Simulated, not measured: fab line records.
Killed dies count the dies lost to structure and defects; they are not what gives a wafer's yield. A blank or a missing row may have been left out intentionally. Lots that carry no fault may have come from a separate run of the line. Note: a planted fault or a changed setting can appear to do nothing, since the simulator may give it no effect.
The tool behind it: which one? + flow sfq line + 15 lots, 45 wafers sampled, at 1 step of a route of 325

## WHAT THE GAUGES READ, wafer by wafer
SFQ_L0_THK_MEAS_902: measures by xrf. Usual: L0_MONX_KI_THK typically reads 39.4 nm, with standard deviation 0.45.
| lot  | measured    | on            | L0_MONX_KI_THK (nm) | flag |
|------|-------------|---------------|---------------------|------|
| L884 | day 1 17:42 | film metro-01 | 39.5 40.3 39.3      |      |
| L885 | day 1 22:41 | film metro-04 | 39.9 39.4 39.3      |      |
| L886 | day 2 03:41 | film metro-03 | 38.9 38.5 38.6      |      |
| L887 | day 2 08:41 | film metro-04 | 39.9 39.8 39.8      |      |
| L894 | day 3 19:41 | film metro-04 | 39.4 39.5 39.6      |      |
| L895 | day 4 00:42 | film metro-03 | 39.3 39.7 39.4      |      |
| L897 | day 4 10:41 | film metro-03 | 39.2 38.6 39.2      |      |
| L898 | day 4 15:41 | film metro-04 | 39.6 39.3 39.8      |      |
| L900 | day 5 01:41 | film metro-04 | 39.4 38.9 38.8      |      |
| L901 | day 5 06:42 | film metro-04 | 39.1 39.2 39.7      |      |
| L902 | day 5 11:41 | film metro-04 | 39.7 39.5 38.8      |      |
| L903 | day 5 16:41 | film metro-01 | 39.6 39.6 40.0      |      |
| L904 | day 5 21:41 | film metro-01 | 39.1 39.2 40.1      |      |
| L905 | day 6 02:41 | film metro-01 | 38.3 39.3 38.3      |      |
| L906 | day 6 07:41 | film metro-01 | 39.6 39.1 40.0      |      |

## TOOL THAT RAN EACH LOT (tool first, then ch and the chambers of the sampled wafers, then the start)
The record holds no process step before these readings.

## WHAT THE TOOLS THEMSELVES READ (means of the sampled wafers that have a number; where no wafer has one, the mark that the record gives instead)
The record holds no such reading with a usual standard deviation.

## THE ANSWER, worked out from the rows above alone
Rule: take the mean of a lot's wafers that have a number; if it is more than 3 standard deviations from the usual mean, the lot is off. A lot without any number at a reading at which 4 lots or more have one is off too. Where the step has rows for the other lots, those lots are counted as sound. First the gauges in route order, then the tools' own readings, where a lot's mean is used as printed above. At the first step where some lot is off, the reading lying furthest off is the one used; lots without a number count as furthest.
No lot is off on any of the readings shown, so nothing can be concluded from this.

## WHAT THE SIMULATOR PUT IN
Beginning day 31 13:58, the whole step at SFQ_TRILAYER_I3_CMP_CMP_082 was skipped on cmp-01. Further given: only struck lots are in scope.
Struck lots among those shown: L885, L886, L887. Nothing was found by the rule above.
